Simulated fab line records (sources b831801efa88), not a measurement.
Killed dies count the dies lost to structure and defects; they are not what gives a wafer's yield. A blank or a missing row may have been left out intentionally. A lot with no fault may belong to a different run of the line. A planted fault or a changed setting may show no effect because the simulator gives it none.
Struck lot and sound lot, side by side / flow sky130 / 15 out of 708 route steps
Sound: these wafers, L960.1, L960.4, L960.6. The struck wafers were L972.1, L972.4, L972.6. The cause is named last.
At each step with rows: each side's tool, then ch and its chambers, then its first start. Under that, the readings that differ: sound wafers / struck wafers / difference of the means / sigmas: that difference in standard deviations of wafers without a fault.
alike: same words and numbers on both sides, and readings whose means sit less than 2 such deviations apart. not compared: any withheld reading, any reading some wafer has no value for, any bound like >300 that may hide the same value, and any number with overlapping values for which the record gives no deviation.
A row with sigmas, a row that says differs or no value, or rows on one side alone: a step with any of these is where the two part. Numbers that don't overlap but have no deviation are shown without sigmas and don't part them. A reading that every wafer of one side lacks parts them only if that side has two wafers or more.

first, 8 steps without rows for these wafers: SKY_METAL3_DEHYDRATE_05 (time 60 s); SKY_METAL3_HMDS_06 (prime time 60 s); SKY_METAL3_COAT_07 (resist thk 60 nm); SKY_METAL3_COAT_08 (resist thk 1140 nm); SKY_METAL3_SOFTBAKE_09 (time 90 s); SKY_METAL3_EXPOSE_10 (exposes mask MM3, target cd 300 nm); SKY_METAL3_PEB_11; SKY_METAL3_DEVELOP_12 (develop time 60 s).
SKY_METAL3_CD_MEAS_13: target cd 300 nm.
  struck on cd-sem-02, day 43 02:20; sound on cd-sem-01, day 39 17:05
  alike: cd-nm
SKY_METAL3_OVL_MEAS_14:
  struck on overlay-02, day 43 02:28; sound on overlay-01, day 39 17:13
  alike: METAL3_OVL
SKY_METAL3_DESCUM_15: chemistry O2, time 8 s.
  sound on rie-metal-01 ch 0,1, day 39 17:14; struck on rie-metal-01 ch 0,1, day 43 02:30
  alike: drypump-motor-current-A, oes-product-au
  not compared: rf-hours-counter-h
SKY_METAL3_ETCH_16: etches BARC in N2/H2, stops on SiO2, time 88.2 s, target depth 60 nm.
  sound on rie-metal-01 ch 0,1, day 39 17:16; struck on rie-metal-01 ch 0,1, day 43 02:32
  alike: drypump-motor-current-A, oes-product-au, rf-fwd-power-W, throttle-valve-pct
  not compared: rf-hours-counter-h
SKY_METAL3_ETCH_17: etches SiO2 in C4F8/O2/Ar, stops on TiN, time 3.9 s, target depth 15 nm.
  sound on rie-diel-01 ch 0,1,2, day 39 17:22; struck on rie-diel-02 ch 0,1,3, day 43 02:38
reading=rf-fwd-power-W (W); sound=1468 1463 1470; struck=1712 1714 1715; difference=+247; sigmas=+30
  alike: oes-product-au
  not compared: rf-hours-counter-h
SKY_METAL3_METAL_ETCH_18: etches the open film in Cl2/BCl3, stops on SiO2, target depth 845 nm, time 183.1 s.
  sound on rie-metal-02 ch 1, day 39 17:23; struck on rie-metal-02 ch 0,1, day 43 02:39
  alike: drypump-motor-current-A, oes-product-au, rf-fwd-power-W, throttle-valve-pct
  not compared: rf-hours-counter-h
-- the record jumps here: 6 days lie between the struck wafers' starts before and after (it left off in module METAL3 and takes up again in module PAD_OPEN, whose first step shown is number 708 of the route) --
SKY_PAD_OPEN_PROBE_99:
  struck on prober-02, day 49 11:33; sound on prober-01, day 46 18:14
  alike: defect-limited-yield, killed_at_M0_to_M3, killed_at_M4_up, killed-at-contacts, killed-at-front-end, killed-at-other, killed-dies, killed-on-rim, killed-open, killed-short, sort_bin_3_pad_short, sort_bin_5_function, sort_bin_6_memory, sort-n-pass, sort-yield-pct

## WHERE THEY PART
Only at SKY_METAL3_ETCH_17, within this record. Later steps at which nothing parts them and some readings are alike: SKY_METAL3_METAL_ETCH_18, SKY_PAD_OPEN_PROBE_99.

WHY: the cause the simulator had injected
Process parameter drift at SKY_METAL3_ETCH_17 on rie-diel-02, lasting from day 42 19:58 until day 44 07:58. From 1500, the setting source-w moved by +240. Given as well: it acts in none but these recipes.
